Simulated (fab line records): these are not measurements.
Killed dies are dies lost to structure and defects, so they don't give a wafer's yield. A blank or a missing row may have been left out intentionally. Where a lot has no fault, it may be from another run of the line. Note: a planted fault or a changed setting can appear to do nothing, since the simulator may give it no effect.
Which tool did it? + flow gf180mcu + 14 lots, 40 wafers sampled, at 4 steps of a route of 602

WHAT EACH GAUGE READ, for each wafer
GF_NSD_OVL_MEAS_08. Usual: NSD_OVL typically reads 0.3 nm, with standard deviation 1.1.
| lot  | measured     | on         | NSD_OVL (nm)   | flag |
|------|--------------|------------|----------------|------|
| L142 | day 13 04:25 | overlay-02 | 1.2 -0.1 1.4   |      |
| L143 | day 13 06:40 | overlay-01 | 0.8 -0.5 0.5   |      |
| L144 | day 13 18:40 | overlay-02 | -0.1 -0.3 -0.8 |      |
| L145 | day 14 07:01 | overlay-02 | 0.4 -0.4 1.9   |      |
| L147 | day 14 19:13 | overlay-02 | 1.6 1.5 0.2    |      |
| L149 | day 15 14:41 | overlay-01 | -0.5 0.4 0.6   |      |
| L151 | day 16 03:22 | overlay-02 | 0.8 0.4        |      |
| L152 | day 16 14:01 | overlay-01 | 1.0 1.0        |      |
| L154 | day 17 11:29 | overlay-01 | 0.0 -0.6 -0.8  |      |
| L160 | day 19 17:31 | overlay-02 | 0.0 -0.1 -0.9  |      |
| L161 | day 20 05:27 | overlay-02 | -1.3 0.4 0.5   |      |
| L163 | day 20 19:30 | overlay-02 | -1.2 -1.0 0.0  |      |
| L164 | day 21 00:20 | overlay-01 | 1.6 1.9 1.8    |      |
| L165 | day 21 12:00 | overlay-02 | -1.2 -0.9 -3.0 |      |

GF_PSD_RS_MEAS_14: a four-point-probe measurement. Usual: NSD_RS typically reads 46.08 ohm/sq, with standard deviation 0.076.
| lot  | measured     | on           | NSD_RS (ohm/sq)   | flag |
|------|--------------|--------------|-------------------|------|
| L142 | day 14 00:52 | filmMetro-03 | 46.06 46.00 46.03 |      |
| L143 | day 14 04:19 | filmMetro-03 | 46.05 46.10 46.05 |      |
| L144 | day 14 15:56 | filmMetro-02 | 46.05 46.00 46.04 |      |
| L145 | day 15 04:20 | filmMetro-02 | 46.05 46.10 46.17 |      |
| L147 | day 15 17:45 | filmMetro-03 | 46.07 46.04 46.11 |      |
| L149 | day 16 13:18 | filmMetro-03 | 46.18 46.08 46.21 |      |
| L151 | day 17 02:43 | filmMetro-03 | 46.11 47.19       | OFF  |
| L152 | day 17 13:13 | filmMetro-02 | 46.01 47.19       | OFF  |
| L154 | day 18 11:47 | filmMetro-01 | 46.08 47.15 47.16 | OFF  |
| L160 | day 20 18:29 | filmMetro-02 | 45.97 46.07 46.09 |      |
| L161 | day 21 06:31 | filmMetro-03 | 46.10 46.14 46.15 |      |
| L163 | day 21 20:26 | filmMetro-02 | 45.99 46.08 46.11 |      |
| L164 | day 22 01:20 | filmMetro-03 | 46.08 46.19 46.12 |      |
| L165 | day 22 12:13 | filmMetro-03 | 46.05 46.11 46.00 |      |

EACH LOT AND THE TOOL THAT RAN IT (in order: tool; ch and the chambers of the sampled wafers; start)
| lot  | GF_HV_LDD_RTA_52                | GF_NSD_IMPLANT_10               |
|------|---------------------------------|---------------------------------|
| L142 | rtpAnneal-01 ch 0, day 12 05:37 | implanter-03 ch 0, day 13 04:40 |
| L143 | rtpAnneal-01 ch 0, day 12 07:49 | implanter-04 ch 0, day 13 06:52 |
| L144 | rtpAnneal-01 ch 0, day 12 20:10 | implanter-03 ch 0, day 13 18:51 |
| L145 | rtpAnneal-02 ch 0, day 13 08:04 | implanter-04 ch 0, day 14 07:12 |
| L147 | rtpAnneal-01 ch 0, day 13 20:11 | implanter-04 ch 0, day 14 19:23 |
| L149 | rtpAnneal-02 ch 0, day 14 14:31 | implanter-03 ch 0, day 15 14:53 |
| L151 | rtpAnneal-02 ch 0, day 15 02:47 | implanter-03 ch 0, day 16 03:35 |
| L152 | rtpAnneal-02 ch 0, day 15 13:16 | implanter-03 ch 0, day 16 14:14 |
| L154 | rtpAnneal-02 ch 0, day 16 10:35 | implanter-03 ch 0, day 17 11:42 |
| L160 | rtpAnneal-02 ch 0, day 18 14:13 | implanter-04 ch 0, day 19 17:42 |
| L161 | rtpAnneal-02 ch 0, day 19 02:37 | implanter-03 ch 0, day 20 05:39 |
| L163 | rtpAnneal-02 ch 0, day 19 16:05 | implanter-04 ch 0, day 20 19:44 |
| L164 | rtpAnneal-01 ch 0, day 19 20:53 | implanter-02 ch 0, day 21 00:32 |
| L165 | rtpAnneal-01 ch 0, day 20 08:46 | implanter-02 ch 0, day 21 12:12 |
- GF_HV_LDD_RTA_52: time 10 s.
- GF_NSD_IMPLANT_10

AS READ BY THE TOOLS THEMSELVES (means over the sampled wafers that have a number; for cases with no such wafer, the mark the record gives instead)
GF_HV_LDD_RTA_52. Usual: lampPowerPct 34.7 %, standard deviation 0.62; wafer_temp_C_max 1004.0, standard deviation 0.93.
| lot  | tool         | lampPowerPct (%) | wafer_temp_C_max | flag |
|------|--------------|------------------|------------------|------|
| L142 | rtpAnneal-01 | 35.4             | 1002.6           |      |
| L143 | rtpAnneal-01 | 35.4             | 1003.8           |      |
| L144 | rtpAnneal-01 | 35.4             | 1003.2           |      |
| L145 | rtpAnneal-02 | 34.1             | 1004.5           |      |
| L147 | rtpAnneal-01 | 35.4             | 1003.7           |      |
| L149 | rtpAnneal-02 | 34.2             | 1003.5           |      |
| L151 | rtpAnneal-02 | 34.2             | 1004.9           |      |
| L152 | rtpAnneal-02 | 34.1             | 1005.6           |      |
| L154 | rtpAnneal-02 | 34.2             | 1003.8           |      |
| L160 | rtpAnneal-02 | 34.2             | 1004.3           |      |
| L161 | rtpAnneal-02 | 34.1             | 1003.6           |      |
| L163 | rtpAnneal-02 | 34.2             | 1004.7           |      |
| L164 | rtpAnneal-01 | 35.4             | 1003.2           |      |
| L165 | rtpAnneal-01 | 35.4             | 1004.8           |      |

GF_NSD_IMPLANT_10. Usual: beamOnS 9.99 s, standard deviation 0.19; doseIonsCm2 4.999e+14, standard deviation 5e+11; faradayCurrentUA 2789, standard deviation 54.
| lot  | tool         | beamOnS (s) | doseIonsCm2 | faradayCurrentUA | flag |
|------|--------------|-------------|-------------|------------------|------|
| L142 | implanter-03 | 10.08       | 5.000e+14   | 2764             |      |
| L143 | implanter-04 | 9.88        | 4.997e+14   | 2820             |      |
| L144 | implanter-03 | 9.78        | 5.004e+14   | 2846             |      |
| L145 | implanter-04 | 9.91        | 4.996e+14   | 2809             |      |
| L147 | implanter-04 | 9.91        | 5.005e+14   | 2814             |      |
| L149 | implanter-03 | 10.12       | 5.000e+14   | 2755             |      |
| L151 | implanter-03 | 9.17        | 5.008e+14   | 3068             | OFF  |
| L152 | implanter-03 | 9.14        | 5.002e+14   | 3066             | OFF  |
| L154 | implanter-03 | 8.78        | 4.998e+14   | 3191             | OFF  |
| L160 | implanter-04 | 10.05       | 5.005e+14   | 2776             |      |
| L161 | implanter-03 | 9.92        | 4.996e+14   | 2818             |      |
| L163 | implanter-04 | 9.95        | 4.993e+14   | 2795             |      |
| L164 | implanter-02 | 10.13       | 5.000e+14   | 2755             |      |
| L165 | implanter-02 | 9.91        | 4.998e+14   | 2815             |      |

THE ANSWER, worked out from the rows above alone
Rule: a lot is off if the mean of its wafers that have a number lies more than 3 standard deviations from the usual mean. Also off: a lot with no number at a reading for which 4 or more lots have one. All remaining lots with rows at the step are treated as sound. After the gauges, taken in route order, come the tools' own readings; for these a lot's mean is taken, as printed above. The first step at which some lot is off is used, and at that step the reading that is off furthest; a lot without a number counts as furthest.
Off: L151, L152, L154, seen at GF_PSD_RS_MEAS_14 (NSD_RS).
A tool fits if, at a process step before that reading, it ran every lot that is off, and no sound lot after the first of them. Not tried: the gauges at GF_PSD_RS_MEAS_14; whatever is off there is also off at GF_NSD_IMPLANT_10, on other tools, and gauge error can't account for it. No candidate that was tried fits.

WHAT THE SIMULATOR PUT IN
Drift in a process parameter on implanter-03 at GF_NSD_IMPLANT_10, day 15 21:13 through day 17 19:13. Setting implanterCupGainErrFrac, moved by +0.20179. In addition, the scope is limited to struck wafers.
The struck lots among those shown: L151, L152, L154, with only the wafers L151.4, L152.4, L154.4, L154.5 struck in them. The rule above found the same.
